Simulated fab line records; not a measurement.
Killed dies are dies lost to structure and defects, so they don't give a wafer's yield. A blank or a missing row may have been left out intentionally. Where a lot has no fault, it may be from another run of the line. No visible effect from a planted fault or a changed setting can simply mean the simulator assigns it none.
fab line records    flow sky130
record lots=6  wafers=18  last_day=50
route steps=708 shown NWELL@65 PAD_OPEN@708
lots that met no fault: taken from a fault-free run of the same line
start_h: hours from the record's opening day to when the first of the lot's shown wafers began    wait_h: hours since the lot's step before    " unchanged from the row above    L1.1+2: a single row standing in for several wafers    - value missing, or start not given    * or withheld: withheld    < > ~ a bound
route shown NAME@n: NAME is a module with steps in the file, n the number in the route of the first one    usual: mean/standard deviation taken from wafers without a fault    same: alike in all rows    chamber/n: place in a boat    sites: per-site readings    _std_site: standard deviation of those values    _edge_site: inner sites' mean taken away from outer sites' mean    radius_mm: for every site, how far away it sits from the centre of the wafer    mask NAME#n: copy n    behind: the most recent tool/chamber to have shaped the wafer    hold: cause of the lot's hold/its duration in hours/its outcome    device: which transistor (n, p or np) failed to switch    end of line: tests of these same wafers at the route's end    where a step has no rows: the recipe by itself    killed: at the first sort, the dies lost to defects and structure; wafer yield is something else    map: the dies of a wafer, with x for killed, . for not killed, _ for no die there
set.NAME: the setting the step ran with; set.NAME@STEP: the setting that earlier step ran with    model.NAME: the simulator's own value behind a step, which no gauge read
a table for each step, a row for each wafer; lots at some steps of the route
services: from which hour (start_h, from the record's first day; less than 0 if before it) a tool's chamber was out of use, for how many hours, and why
## steps
# step SKY_NWELL_IMPLANT_12
# recipe species=P  energy_kev=120  dose_cm2=1.3e+12  tilt_deg=withheld
# step SKY_NWELL_IMPLANT_13
# recipe species=P  energy_kev=50  dose_cm2=7e+11  tilt_deg=withheld
# step SKY_NWELL_STRIP_14
# recipe chemistry=O2/N2  power_w=1400  pressure_mtorr=1500  platen_temp_c=withheld  o2_flow_sccm=3000  n2_flow_sccm=300  overash_fraction=0.5
# usual drypump_motor_current_A=5.8/0.34  n2_flow_sccm=299.9/1  o2_flow_sccm=2999/9.2  oes_product_au=0.723/0.0045  strip_time_to_endpoint_s=36.94/0.081
lot.wafer  tool             chamber  start_h  wait_h  drypump_motor_current_A  n2_flow_sccm  o2_flow_sccm  oes_product_au  rf_hours_counter_h  strip_time_to_endpoint_s
L478.2     plasma_asher-04  1        140.21   0.1     6.1                      299.5         3010          0.727           45                  36.96
L478.3     "                0        "        "       5.7                      300.7         2994          0.720           -                   36.95
L478.5     "                1        "        "       6.1                      301.0         2997          0.720           -                   36.96
L481.1     plasma_asher-04  1        155.99   0.1     6.1                      300.7         3002          0.721           47                  36.95
L481.3     "                1        "        "       6.1                      300.3         2989          0.726           -                   37.04
L481.6     "                0        "        "       5.7                      300.9         3000          0.725           -                   37.00
L482.3     plasma_asher-01  1        162.22   0.1     6.2                      299.1         2994          0.718           -                   36.93
L482.4     "                0        "        "       5.4                      301.7         2999          0.720           -                   36.87
L482.5     "                1        "        "       6.2                      300.0         3010          0.721           -                   36.96
L483.2     plasma_asher-04  0        165.51   0.1     5.7                      300.0         2999          0.724           48                  37.05
L483.3     "                0        "        "       5.7                      299.4         3005          0.721           -                   37.03
L483.4     "                1        "        "       6.1                      299.9         2977          0.722           -                   37.01
L485.2     plasma_asher-04  1        178.89   0.1     6.1                      299.7         3002          0.735           49                  36.90
L485.3     "                1        "        "       6.1                      299.6         3017          0.728           -                   36.91
L485.4     "                0        "        "       5.7                      299.6         2981          0.720           -                   36.88
L491.3     plasma_asher-01  0        217.75   0.1     5.4                      300.5         2987          0.716           -                   37.00
L491.4     "                1        "        "       6.2                      300.3         2988          0.721           -                   36.89
L491.6     "                1        "        "       6.2                      301.3         2987          0.719           -                   36.93
# step SKY_NWELL_TW_MEAS_15
# usual NWELL_TW=1814/7.4
lot.wafer  tool           chamber  start_h  wait_h  NWELL_TW
L478.2     film_metro-04  -        140.32   0.1     1805
L478.3     "              -        "        "       1810
L478.5     "              -        "        "       1817
L481.1     film_metro-04  -        156.09   0.1     1814
L481.3     "              -        "        "       1814
L481.6     "              -        "        "       1814
L482.3     film_metro-02  -        162.31   0.1     1809
L482.4     "              -        "        "       1815
L482.5     "              -        "        "       1820
L483.2     film_metro-04  -        165.62   0.1     1814
L483.3     "              -        "        "       1808
L483.4     "              -        "        "       1814
L485.2     film_metro-03  -        179.00   0.1     1816
L485.3     "              -        "        "       1826
L485.4     "              -        "        "       1811
L491.3     film_metro-04  -        217.84   0.1     1809
L491.4     "              -        "        "       1820
L491.6     "              -        "        "       1821
# step SKY_NWELL_DEHYDRATE_16
# recipe temp_c=200  time_s=60
# step SKY_NWELL_HMDS_17
# recipe prime_time_s=60  prime_temp_c=120
# step SKY_NWELL_COAT_18
# recipe spin_rpm=2000  resist_thk_nm=3000
# step SKY_NWELL_SOFTBAKE_19
# recipe temp_c=110  time_s=withheld
# step SKY_NWELL_EXPOSE_20
# recipe mask_id=NWM_COMPLEMENT  na=0.6  source_shape=conventional  sigma_outer=0.6  polarization=unpolarized  target_cd_nm=840  dose_mj=260
# step SKY_NWELL_PEB_21
# recipe temp_c=115  time_s=withheld
# step SKY_NWELL_DEVELOP_22
# recipe wall_angle_deg=90  developer=TMAH  develop_time_s=60  dev_temp_c=23
# step SKY_NWELL_OVL_MEAS_23
# usual NWELL_01_OVL=-0.3/1.5
lot.wafer  tool        chamber  start_h  wait_h  NWELL_01_OVL[nm]
L478.2     overlay-02  -        159.73   -       0.9
L478.3     "           -        "        "       -1.1
L478.5     "           -        "        "       -1.4
L481.1     overlay-02  -        176.03   -       3.5
L481.3     "           -        "        "       2.8
L481.6     "           -        "        "       1.2
L482.3     overlay-02  -        182.39   -       -1.0
L482.4     "           -        "        "       -0.4
L482.5     "           -        "        "       0.9
L483.2     overlay-02  -        186.61   -       -2.4
L483.3     "           -        "        "       -0.8
L483.4     "           -        "        "       -1.3
L485.2     overlay-02  -        199.89   -       -1.1
L485.3     "           -        "        "       -1.9
L485.4     "           -        "        "       -0.8
L491.3     overlay-01  -        240.35   -       -1.1
L491.4     "           -        "        "       -1.7
L491.6     "           -        "        "       -1.3
# step SKY_NWELL_IMPLANT_24
# recipe species=B  energy_kev=140  dose_cm2=9.258e+12  tilt_deg=withheld
# usual beam_energy_keV=140.00/0.042
lot.wafer  tool          chamber  start_h  wait_h  beam_energy_keV  model.implant.drp_nm
L478.2     implanter-01  0        159.79   0.0     139.96           95.47
L478.3     "             0        "        "       139.93           95.47
L478.5     "             0        "        "       140.02           95.47
L481.1     implanter-01  0        176.07   0.0     139.98           95.47
L481.3     "             0        "        "       139.93           95.47
L481.6     "             0        "        "       139.96           95.47
L482.3     implanter-01  0        182.46   0.1     135.57           94.29
L482.4     "             0        "        "       135.66           94.29
L482.5     "             0        "        "       135.66           94.29
L483.2     implanter-01  0        186.66   0.0     135.60           94.29
L483.3     "             0        "        "       135.62           94.29
L483.4     "             0        "        "       135.51           94.29
L485.2     implanter-02  0        199.95   0.0     140.01           95.47
L485.3     "             0        "        "       140.05           95.47
L485.4     "             0        "        "       139.99           95.47
L491.3     implanter-02  0        240.42   0.1     139.98           95.47
L491.4     "             0        "        "       139.96           95.47
L491.6     "             0        "        "       139.98           95.47
# step SKY_NWELL_STRIP_25
# recipe chemistry=O2/N2  power_w=1400  pressure_mtorr=1500  platen_temp_c=withheld  o2_flow_sccm=3000  n2_flow_sccm=300  overash_fraction=0.5
# usual drypump_motor_current_A=5.8/0.36  n2_flow_sccm=300.1/0.88  o2_flow_sccm=3000/8.2  oes_product_au=0.723/0.0048  strip_time_to_endpoint_s=36.94/0.086
lot.wafer  tool             chamber  start_h  wait_h  drypump_motor_current_A  n2_flow_sccm  o2_flow_sccm  oes_product_au  rf_hours_counter_h  strip_time_to_endpoint_s
L478.2     plasma_asher-02  1        159.91   0.1     5.4                      300.1         3000          0.723           47                  36.92
L478.3     "                1        "        "       5.4                      300.6         2998          0.719           -                   36.89
L478.5     "                0        "        "       5.3                      300.8         3001          0.722           -                   36.84
L481.1     plasma_asher-04  0        176.22   0.1     5.7                      301.0         2996          0.717           49                  36.98
L481.3     "                1        "        "       6.1                      299.7         3005          0.720           -                   36.91
L481.6     "                1        "        "       6.1                      301.3         3003          0.724           -                   36.94
L482.3     plasma_asher-02  0        182.59   0.1     5.3                      301.5         3008          0.725           -                   36.90
L482.4     "                1        "        "       5.4                      299.3         3000          0.726           -                   36.89
L482.5     "                1        "        "       5.4                      301.6         2997          0.733           -                   36.87
L483.2     plasma_asher-04  0        186.79   0.1     5.6                      299.2         3005          0.727           50                  36.94
L483.3     "                1        "        "       6.1                      298.1         3004          0.734           -                   36.77
L483.4     "                0        "        "       5.6                      299.1         2996          0.724           -                   36.86
L485.2     plasma_asher-01  1        200.07   0.1     6.3                      301.6         3004          0.715           42                  36.98
L485.3     "                0        "        "       5.4                      298.9         3006          0.723           -                   36.92
L485.4     "                1        "        "       6.3                      300.8         3008          0.722           -                   36.91
L491.3     plasma_asher-02  0        240.55   0.1     5.3                      299.3         3013          0.722           -                   37.12
L491.4     "                1        "        "       5.4                      297.9         3008          0.713           -                   37.10
L491.6     "                1        "        "       5.4                      299.7         3015          0.728           -                   36.95
# step SKY_PAD_OPEN_PROBE_99
# usual killed_at_M0_to_M3=43/6.3  killed_at_M4_up=3.1/1.9  killed_at_contacts=24/5.1  killed_at_front_end=14/4.3  killed_at_other=0.3/0.53  killed_dies=85/8.8  killed_on_rim=17/3.9  killed_open=46/7.1  killed_short=38/5.9
# same gross_dies=492  killed_at_back_side=0
lot.wafer  tool       chamber  start_h  wait_h  killed_at_M0_to_M3  killed_at_M4_up  killed_at_contacts  killed_at_front_end  killed_at_other  killed_dies  killed_on_rim  killed_open  killed_short
L478.2     prober-02  -        1127.59  0.1     35                  5                28                  13                   0                81           11             40           40
L478.3     prober-02  -        1127.64  0.2     46                  5                27                  9                    0                87           16             55           32
L478.5     prober-02  -        1127.74  0.2     44                  4                35                  24                   0                107          22             67           40
L481.1     prober-01  -        1145.45  0.1     38                  4                27                  13                   0                82           16             51           31
L481.3     prober-01  -        1145.55  0.2     46                  2                23                  10                   0                81           10             40           41
L481.6     prober-01  -        1145.70  0.2     54                  3                29                  9                    0                95           21             50           45
L482.3     prober-02  -        1148.48  0.2     38                  0                24                  8                    0                70           15             37           32
L482.4     prober-02  -        1148.53  0.2     37                  4                31                  10                   0                82           19             44           38
L482.5     prober-02  -        1148.58  0.2     40                  4                25                  20                   1                90           11             49           41
L483.2     prober-01  -        1157.05  0.1     33                  2                23                  13                   1                72           18             38           33
L483.3     prober-01  -        1157.10  0.2     43                  4                28                  12                   0                87           12             51           36
L483.4     prober-01  -        1157.15  0.2     38                  1                25                  14                   1                79           11             48           31
L485.2     prober-01  -        1167.22  0.1     44                  2                21                  13                   0                80           17             42           38
L485.3     prober-01  -        1167.27  0.2     48                  1                23                  11                   1                84           21             52           32
L485.4     prober-01  -        1167.32  0.2     50                  3                25                  9                    0                87           20             48           39
# killed by level:class
L478.2 VIA1:geometric_particle:open=10 CONTACT:geometric_particle:open=7 CONTACT:geometric_particle:short=7 LOCAL_INTERCONNECT:geometric_particle:short=6 LI_CONTACT:geometric_particle:open=5 VIA3:geometric_particle:open=5 FIELD_ISO:geometric_particle:short=4 POLY_GATE:geometric_particle:short=3
L478.3 VIA1:geometric_particle:open=17 LI_CONTACT:geometric_particle:open=10 VIA3:geometric_particle:open=8 CONTACT:geometric_particle:open=8 CONTACT:geometric_particle:short=5 METAL1:geometric_particle:short=5 METAL4:geometric_particle:short=4 FIELD_ISO:geometric_particle:open=3
L478.5 CONTACT:geometric_particle:open=13 VIA1:geometric_particle:open=12 LI_CONTACT:geometric_particle:open=10 FIELD_ISO:geometric_particle:open=8 CONTACT:geometric_particle:short=6 VIA2:geometric_particle:open=6 VIA3:geometric_particle:open=5 FIELD_ISO:geometric_particle:short=4
L481.1 CONTACT:geometric_particle:open=11 VIA2:geometric_particle:open=9 VIA1:geometric_particle:open=8 LI_CONTACT:geometric_particle:open=5 CONTACT:geometric_particle:short=5 POLY_GATE:geometric_particle:short=4 LOCAL_INTERCONNECT:geometric_particle:open=4 METAL1:geometric_particle:short=4
L481.3 VIA1:geometric_particle:open=13 VIA1:geometric_particle:short=8 LI_CONTACT:geometric_particle:open=6 LOCAL_INTERCONNECT:geometric_particle:short=6 CONTACT:geometric_particle:short=5 METAL1:geometric_particle:short=5 VIA2:geometric_particle:open=5 CONTACT:geometric_particle:open=4
L481.6 VIA1:geometric_particle:open=12 LI_CONTACT:geometric_particle:open=10 CONTACT:geometric_particle:open=10 METAL2:geometric_particle:short=8 METAL1:geometric_particle:short=7 VIA1:geometric_particle:short=6 VIA2:geometric_particle:open=6 CONTACT:geometric_particle:short=5
L482.3 VIA1:geometric_particle:open=11 CONTACT:geometric_particle:open=10 LI_CONTACT:geometric_particle:open=5 METAL2:geometric_particle:short=5 VIA3:geometric_particle:open=5 CONTACT:geometric_particle:short=4 METAL1:geometric_particle:short=4 VIA2:geometric_particle:open=4
L482.4 CONTACT:geometric_particle:open=13 METAL2:geometric_particle:short=8 CONTACT:geometric_particle:short=7 VIA2:geometric_particle:open=7 LI_CONTACT:geometric_particle:open=6 VIA1:geometric_particle:open=5 METAL4:geometric_particle:short=4 POLY_GATE:geometric_particle:open=3
L482.5 VIA1:geometric_particle:open=11 CONTACT:geometric_particle:open=9 FIELD_ISO:geometric_particle:open=7 POLY_GATE:geometric_particle:short=6 LOCAL_INTERCONNECT:geometric_particle:short=6 CONTACT:geometric_particle:short=5 LI_CONTACT:geometric_particle:open=5 METAL1:geometric_particle:open=4
L483.2 LOCAL_INTERCONNECT:geometric_particle:short=8 VIA1:geometric_particle:open=6 VIA3:geometric_particle:open=6 CONTACT:geometric_particle:open=6 METAL1:geometric_particle:short=6 LI_CONTACT:geometric_particle:open=5 VIA2:geometric_particle:open=5 FIELD_ISO:geometric_particle:short=3
L483.3 VIA1:geometric_particle:open=13 LI_CONTACT:geometric_particle:open=10 CONTACT:geometric_particle:open=9 VIA3:geometric_particle:open=8 VIA3:geometric_particle:short=5 METAL1:geometric_particle:short=4 METAL4:geometric_particle:short=4 VIA1:geometric_particle:short=4
L483.4 VIA1:geometric_particle:open=9 CONTACT:geometric_particle:open=9 LI_CONTACT:geometric_particle:open=8 VIA3:geometric_particle:open=6 FIELD_ISO:geometric_particle:open=5 LOCAL_INTERCONNECT:geometric_particle:short=5 POLY_GATE:geometric_particle:short=4 VIA2:geometric_particle:short=4
L485.2 METAL1:geometric_particle:short=7 FIELD_ISO:geometric_particle:open=6 CONTACT:geometric_particle:open=6 VIA1:geometric_particle:open=6 VIA2:geometric_particle:open=6 VIA3:geometric_particle:short=5 METAL2:geometric_particle:short=4 LI_CONTACT:geometric_particle:open=4
L485.3 LI_CONTACT:geometric_particle:open=10 VIA2:geometric_particle:open=10 CONTACT:geometric_particle:open=8 VIA1:geometric_particle:open=8 METAL1:geometric_particle:short=6 VIA3:geometric_particle:open=5 METAL2:geometric_particle:short=4 VIA2:geometric_particle:short=4
L485.4 VIA1:geometric_particle:open=12 LI_CONTACT:geometric_particle:open=10 CONTACT:geometric_particle:open=10 METAL1:geometric_particle:short=7 VIA3:geometric_particle:short=6 VIA2:geometric_particle:open=5 FIELD_ISO:geometric_particle:open=4 VIA1:geometric_particle:short=4
## services
tool             chamber  start_h  hours  kind
plasma_asher-02  -        126.79   0.8    repair
plasma_asher-02  -        155.53   4.3    repair
implanter-02     -        164.35   4.3    repair
implanter-01     -        223.05   6.4    repair
## key
first_sign step=SKY_NWELL_IMPLANT_24  reading=beam_energy_keV  direction=down  sigmas=99+  usual=*  struck=*
effect none on later readings
model_effect step=SKY_NWELL_IMPLANT_24  value=implant.drp_nm  without=95.47  struck=94.29
met_at SKY_NWELL_IMPLANT_24
struck_wafers L482.3,L482.4,L482.5,L483.2,L483.3,L483.4
tester_left_out L482,L483
onset_between 176.07 182.46
fault kind=process_parameter_drift  tool=implanter-01  chamber=-  onset_h=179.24  steps=SKY_NWELL_IMPLANT_24  channel=energy_kev  offset=*  shape=step  end_h=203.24  acts_in=*  stated=*
# tester_left_out: of these lots the tester's yield and bins aren't shown, on N5 and GAA mostly nor the transistor test; their killed dies are dies lost to structure and defects alone, not to doping, threshold or leakage, so they don't give the yield
